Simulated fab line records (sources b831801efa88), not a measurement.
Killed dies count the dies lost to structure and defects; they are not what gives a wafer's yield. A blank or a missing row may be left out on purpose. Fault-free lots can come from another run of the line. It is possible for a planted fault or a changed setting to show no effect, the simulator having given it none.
fab line records | flow sfq_line
[record] lots = 6 | wafers = 18 | last_day = 83
route steps=325 shown I0@57 M1@58
lots untouched by any fault: they come from a run of this same line in which no faults occurred
start_h: hours from the record's opening day to when the first of the lot's shown wafers began | wait_h: hours since the lot's step before | " same as the row above | L1.1+2: a single row standing in for several wafers | - no value, or no start given | * or withheld: withheld | < > ~ a bound
route shown NAME@n: NAME is a module with steps in the file, n the number in the route of the first one | usual: average and standard deviation across the fault-free wafers | same: alike in all rows | chamber/n: place in a boat | sites: the reading at each site | _std_site: how widely they spread, as a standard deviation | _edge_site: outer sites' mean less inner sites' | radius_mm: for every site, how far away it sits from the centre of the wafer | mask NAME#n: copy n | behind: tool/chamber where the wafer was last shaped | hold: cause of the lot's hold/its duration in hours/its outcome | device: names the non-switching transistor (n, p or np) | end of line: tests of these same wafers at the route's end | a step with no rows: only its recipe | killed: at the first sort, the dies lost to defects and structure; wafer yield is something else | map: dies across one wafer; x = killed, . = not, _ = none there
set.NAME: the setting as run; set.NAME@STEP: as run at that earlier step | model.NAME: the simulator's own value behind a step, which no gauge read
certain route steps with their lots: each step a table, each wafer a row
services: when a tool's chamber went out of use (start_h, in hours from the record's first day, below 0 if earlier), for how many hours, and the reason
[[steps]]
[step SFQ_TRILAYER_I0_VIA_STRIP_SOLV_CLEAN_036]
[recipe] chemistry = NMP | temp_c = 70 | time_s = 600
[step SFQ_TRILAYER_M1_DEP_PRE_CLEAN_038]
[recipe] gas = Ar | time_s = 22.5 | bias_v = 250
[step SFQ_TRILAYER_M1_DEP_SPUTTER_037]
[recipe] material = Nb | base_pressure_pa = 1.33e-06 | chamber_pressure_pa = 0.1333 | substrate_temp_c = 20 | resputter_cathode_voltage_v = 400 | target_thk_nm = 200 | power_w = 2000 | time_s = 133.3
[usual] base_pressure_pa = 1.32e-06/9.2e-08 | throttle_valve_pct = 29.7/1.2
lot.wafer | tool           | chamber | start_h | wait_h | base_pressure_pa | throttle_valve_pct
L688.1    | pvd_sputter-06 | -       | 431.51  | 0.0    | 1.21e-06         | 28.8
L688.2    | "              | -       | "       | "      | 1.31e-06         | 28.3
L688.5    | "              | -       | "       | "      | 1.38e-06         | 27.7
L689.2    | pvd_sputter-05 | -       | 437.50  | 0.0    | 1.25e-06         | 31.1
L689.4    | "              | -       | "       | "      | 1.34e-06         | 29.0
L689.6    | "              | -       | "       | "      | 1.38e-06         | 30.3
L698.2    | pvd_sputter-04 | -       | 518.09  | 0.0    | 1.43e-06         | 29.7
L698.4    | "              | -       | "       | "      | 1.4e-06          | 29.0
L698.6    | "              | -       | "       | "      | 1.35e-06         | 31.7
L700.1    | pvd_sputter-05 | -       | 527.67  | 0.0    | 1.34e-06         | 31.2
L700.5    | "              | -       | "       | "      | 1.18e-06         | 28.9
L700.6    | "              | -       | "       | "      | 1.32e-06         | 30.2
L704.2    | pvd_sputter-05 | -       | 572.67  | 0.0    | 1.33e-06         | 29.3
L704.4    | "              | -       | "       | "      | 1.33e-06         | 29.8
L704.6    | "              | -       | "       | "      | 1.41e-06         | 29.9
L705.2    | pvd_sputter-04 | -       | 576.87  | 0.0    | 1.36e-06         | 31.6
L705.5    | "              | -       | "       | "      | 1.18e-06         | 29.7
L705.6    | "              | -       | "       | "      | 1.31e-06         | 30.7
[step SFQ_M1_RS_MEAS_909]
[recipe] thk_meas_gauge = four-point-probe | reads = Nb_of_TRILAYER_M1_DEP_SPUTTER_037
[usual] M1_NB_RS = 0.888/0.0088
lot.wafer | tool          | chamber | start_h | wait_h | M1_NB_RS[ohm/sq]
L688.1    | film_metro-04 | -       | 431.60  | 0.0    | 0.878
L688.2    | "             | -       | "       | "      | 0.886
L688.5    | "             | -       | "       | "      | 0.877
L689.2    | film_metro-04 | -       | 437.61  | 0.1    | 0.905
L689.4    | "             | -       | "       | "      | 0.903
L689.6    | "             | -       | "       | "      | 0.894
L698.2    | film_metro-01 | -       | 518.20  | 0.1    | 0.876
L698.4    | "             | -       | "       | "      | 0.886
L698.6    | "             | -       | "       | "      | 0.882
L700.1    | film_metro-04 | -       | 527.76  | 0.0    | 0.894
L700.5    | "             | -       | "       | "      | 0.898
L700.6    | "             | -       | "       | "      | 0.890
L704.2    | film_metro-01 | -       | 572.78  | 0.1    | 0.879
L704.4    | "             | -       | "       | "      | 0.882
L704.6    | "             | -       | "       | "      | 0.888
L705.2    | film_metro-02 | -       | 576.98  | 0.1    | 0.881
L705.5    | "             | -       | "       | "      | 0.881
L705.6    | "             | -       | "       | "      | 0.883
[step SFQ_TRILAYER_M1_LITHO_COAT_044]
[recipe] resist = BARC | spin_rpm = 3000 | resist_thk_nm = 62
[step SFQ_TRILAYER_M1_LITHO_COAT_039]
[recipe] resist = KrF | spin_rpm = 3000 | resist_thk_nm = 600
[step SFQ_TRILAYER_M1_LITHO_SOFTBAKE_043]
[recipe] temp_c = withheld | time_s = withheld | resist = KrF
[step SFQ_TRILAYER_M1_LITHO_EXPOSE_040]
[recipe] mask_id = M1 | na = 0.6 | source_shape = conventional | sigma_outer = 0.65 | target_cd_nm = 500 | dose_mj = 14.4
[step SFQ_TRILAYER_M1_LITHO_PEB_042]
[recipe] peb_temp_c = 115 | peb_time_s = 60 | resist = KrF
[step SFQ_TRILAYER_M1_LITHO_DEVELOP_041]
[recipe] time_s = 60 | resist = KrF
[step SFQ_M1_OVL_MEAS_911]
[usual] M1_OVL = 0/4.8
lot.wafer | tool       | chamber | start_h | wait_h | M1_OVL[nm]
L688.1    | overlay-02 | -       | 434.03  | 0.1    | 3
L688.2    | "          | -       | "       | "      | 4
L688.5    | "          | -       | "       | "      | 0
L689.2    | overlay-01 | -       | 440.02  | 0.1    | 1
L689.4    | "          | -       | "       | "      | 0
L689.6    | "          | -       | "       | "      | -2
L698.2    | overlay-02 | -       | 657.94  | 0.1    | -2
L698.4    | "          | -       | "       | "      | -2
L698.6    | "          | -       | "       | "      | -3
L700.1    | overlay-01 | -       | 666.33  | 0.1    | 1
L700.5    | "          | -       | "       | "      | -2
L700.6    | "          | -       | "       | "      | -5
L704.2    | overlay-02 | -       | 710.12  | 0.1    | 3
L704.4    | "          | -       | "       | "      | 2
L704.6    | "          | -       | "       | "      | 5
L705.2    | overlay-01 | -       | 718.52  | 0.1    | 0
L705.5    | "          | -       | "       | "      | 3
L705.6    | "          | -       | "       | "      | -5
[step SFQ_TRILAYER_M1_BARC_OPEN_METAL_ETCH_054]
[recipe] mask_material = PR | chemistry = O2 | target_depth_nm = 125 | target = BARC | icp_w = 600 | bias_w = 80 | pressure_mtorr = 10 | time_s = 41.7
[usual] drypump_motor_current_A = 5.9/0.5 | oes_product_au = 0.684/0.0046
lot.wafer | tool         | chamber | start_h | wait_h | drypump_motor_current_A | oes_product_au | rf_hours_counter_h | model.KrF_of_TRILAYER_M1_LITHO_COAT_039.thk_nm
L688.1    | rie_metal-03 | 1       | 434.07  | 0.0    | 6.5                     | 0.682          | 17                 | 521.5
L688.2    | "            | 0       | "       | "      | 6.3                     | 0.685          | 26                 | 521
L688.5    | "            | 0       | "       | "      | 6.3                     | 0.686          | -                  | 522.6
L689.2    | rie_metal-02 | 0       | 440.05  | 0.0    | 4.8                     | 0.683          | 17                 | 520.4
L689.4    | "            | 0       | "       | "      | 4.8                     | 0.692          | -                  | 522.7
L689.6    | "            | 0       | "       | "      | 4.8                     | 0.685          | -                  | 520.9
L698.2    | rie_metal-03 | 0       | 657.97  | 0.0    | 6.3                     | 0.683          | 63                 | 529
L698.4    | "            | 0       | "       | "      | 6.3                     | 0.682          | -                  | 529.6
L698.6    | "            | 0       | "       | "      | 6.3                     | 0.681          | -                  | 520.2
L700.1    | rie_metal-03 | 1       | 666.37  | 0.0    | 6.5                     | 0.685          | 55                 | 533.8
L700.5    | "            | 1       | "       | "      | 6.5                     | 0.685          | -                  | 525.5
L700.6    | "            | 0       | "       | "      | 6.3                     | 0.688          | -                  | 524.7
L704.2    | rie_metal-01 | 0       | 710.15  | 0.0    | 5.9                     | 0.682          | 16                 | 520.8
L704.4    | "            | 1       | "       | "      | 6.0                     | 0.679          | -                  | 519.9
L704.6    | "            | 1       | "       | "      | 6.0                     | 0.683          | -                  | 520.8
L705.2    | rie_metal-01 | 0       | 718.55  | 0.0    | 5.8                     | 0.688          | 18                 | 522.5
L705.5    | "            | 0       | "       | "      | 5.8                     | 0.691          | -                  | 523.3
L705.6    | "            | 1       | "       | "      | 6.1                     | 0.689          | -                  | 522.2
[step SFQ_TRILAYER_M1_ETCH_METAL_ETCH_042]
[recipe] target = Nb | stop_on = SiO2 | mask_material = PR | chemistry = Cl2/Ar | target_depth_nm = 240 | icp_w = 600 | bias_w = 80 | pressure_mtorr = 10 | time_s = 120
[usual] drypump_motor_current_A = 5.9/0.5 | oes_product_au = 0.895/0.0069
lot.wafer | tool         | chamber | start_h | wait_h | drypump_motor_current_A | oes_product_au | rf_hours_counter_h | model.KrF_of_TRILAYER_M1_LITHO_COAT_039.thk_nm
L688.1    | rie_metal-03 | 1       | 434.13  | 0.0    | 6.5                     | 0.898          | 17                 | 380
L688.2    | "            | 0       | "       | "      | 6.3                     | 0.892          | 26                 | 379.5
L688.5    | "            | 0       | "       | "      | 6.3                     | 0.904          | -                  | 382.7
L689.2    | rie_metal-02 | 0       | 440.11  | 0.0    | 4.8                     | 0.884          | 17                 | 376.1
L689.4    | "            | 0       | "       | "      | 4.8                     | 0.880          | -                  | 378.6
L689.6    | "            | 0       | "       | "      | 4.8                     | 0.883          | -                  | 376.9
L698.2    | rie_metal-03 | 0       | 658.03  | 0.0    | 6.3                     | 0.907          | 63                 | 386.7
L698.4    | "            | 0       | "       | "      | 6.3                     | 0.905          | -                  | 386.8
L698.6    | "            | 0       | "       | "      | 6.3                     | 0.900          | -                  | 378.6
L700.1    | rie_metal-03 | 1       | 666.43  | 0.0    | 6.4                     | 0.888          | 55                 | 394.2
L700.5    | "            | 1       | "       | "      | 6.5                     | 0.894          | -                  | 386
L700.6    | "            | 0       | "       | "      | 6.3                     | 0.887          | -                  | 383.9
L704.2    | rie_metal-01 | 0       | 710.21  | 0.0    | 5.9                     | 0.897          | 16                 | 379.6
L704.4    | "            | 1       | "       | "      | 6.0                     | 0.893          | -                  | 378.8
L704.6    | "            | 1       | "       | "      | 6.1                     | 0.893          | -                  | 379.6
L705.2    | rie_metal-01 | 0       | 718.61  | 0.0    | 5.9                     | 0.896          | 18                 | 381.7
L705.5    | "            | 0       | "       | "      | 5.9                     | 0.899          | -                  | 383.5
L705.6    | "            | 1       | "       | "      | 6.0                     | 0.896          | -                  | 383.4
[step SFQ_TRILAYER_M1_STRIP_STRIP_043]
[recipe] gas = O2 | power_w = 200 | platen_temp_c = 40 | overash_fraction = 0.65 | chemistry = O2 | pressure_mtorr = 50
[usual] drypump_motor_current_A = 5.9/0.5 | oes_product_au = 0.997/0.0086
[same] overash_fraction = 0.65
lot.wafer | tool         | chamber | start_h | wait_h | drypump_motor_current_A | oes_product_au | rf_hours_counter_h
L688.1    | rie_metal-03 | 1       | 434.25  | 0.1    | 6.5                     | 1.006          | 17
L688.2    | "            | 0       | "       | "      | 6.3                     | 0.994          | 26
L688.5    | "            | 0       | "       | "      | 6.3                     | 1.000          | -
L689.2    | rie_metal-02 | 0       | 440.24  | 0.1    | 4.8                     | 1.020          | 17
L689.4    | "            | 0       | "       | "      | 4.8                     | 1.021          | -
L689.6    | "            | 0       | "       | "      | 4.9                     | 1.018          | -
L698.2    | rie_metal-03 | 0       | 658.15  | 0.1    | 6.3                     | 1.000          | 63
L698.4    | "            | 0       | "       | "      | 6.3                     | 1.000          | -
L698.6    | "            | 0       | "       | "      | 6.3                     | 1.004          | -
L700.1    | rie_metal-03 | 1       | 666.55  | 0.1    | 6.5                     | 0.993          | 55
L700.5    | "            | 1       | "       | "      | 6.5                     | 0.996          | -
L700.6    | "            | 0       | "       | "      | 6.3                     | 0.999          | -
L704.2    | rie_metal-01 | 0       | 710.34  | 0.1    | 5.9                     | 0.977          | 17
L704.4    | "            | 1       | "       | "      | 6.1                     | 0.990          | -
L704.6    | "            | 1       | "       | "      | 6.0                     | 0.985          | -
L705.2    | rie_metal-01 | 0       | 718.74  | 0.1    | 5.8                     | 0.998          | 18
L705.5    | "            | 0       | "       | "      | 5.8                     | 0.990          | -
L705.6    | "            | 1       | "       | "      | 6.0                     | 0.986          | -
[[services]]
tool           | chamber | start_h | hours | kind
pvd_sputter-06 | 0       | 435.06  | -     | consumable_replace:kit
pvd_sputter-06 | 0       | 435.06  | 18.0  | scheduled_down
pvd_sputter-06 | -       | 449.31  | 0.7   | repair
pvd_sputter-05 | -       | 492.86  | 1.7   | repair
rie_metal-03   | -       | 524.13  | 0.1   | repair
rie_metal-02   | -       | 532.75  | 2.2   | repair
pvd_sputter-05 | -       | 542.11  | 7.1   | repair
rie_metal-01   | 0       | 555.02  | -     | clean
rie_metal-01   | 0       | 555.02  | 17.1  | scheduled_down
rie_metal-01   | 0       | 555.02  | 17.1  | vent_cycle
rie_metal-02   | 1       | 566.98  | -     | clean
rie_metal-02   | 1       | 566.98  | 23.7  | scheduled_down
rie_metal-02   | 1       | 566.98  | 23.7  | vent_cycle
rie_metal-03   | -       | 571.23  | 2.8   | pm
rie_metal-01   | 1       | 577.41  | 1.2   | repair
rie_metal-02   | -       | 586.96  | 0.6   | repair
pvd_sputter-04 | -       | 588.77  | 3.8   | repair
pvd_sputter-05 | -       | 589.73  | 9.9   | repair
pvd_sputter-04 | -       | 637.19  | 2.3   | repair
pvd_sputter-04 | -       | 654.92  | 9.8   | repair
pvd_sputter-04 | 0       | 686.13  | -     | consumable_replace:kit
pvd_sputter-04 | 0       | 686.13  | 18.0  | scheduled_down
pvd_sputter-04 | 0       | 686.13  | 18.0  | vent_cycle
rie_metal-02   | 1       | 717.69  | 7.4   | repair
[[key]]
first_sign none at tools or gauges
[model_effect] step = SFQ_TRILAYER_M1_BARC_OPEN_METAL_ETCH_054 | value = KrF_of_TRILAYER_M1_LITHO_COAT_039.thk_nm | without = 522.6 | struck = 530.8
[model_effect] step = SFQ_TRILAYER_M1_ETCH_METAL_ETCH_042 | value = KrF_of_TRILAYER_M1_LITHO_COAT_039.thk_nm | without = 381 | struck = 389.2
met_at SFQ_TRILAYER_M1_BARC_OPEN_METAL_ETCH_054
struck_wafers L698.2,L698.4,L700.1
onset_between 434.07 657.97
[fault] kind = process_parameter_drift | tool = rie_metal-03 | chamber = - | onset_h = 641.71 | steps = SFQ_TRILAYER_M1_BARC_OPEN_METAL_ETCH_054 | channel = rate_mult | offset = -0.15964 | shape = step | end_h = 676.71 | scope = struck_wafers_only
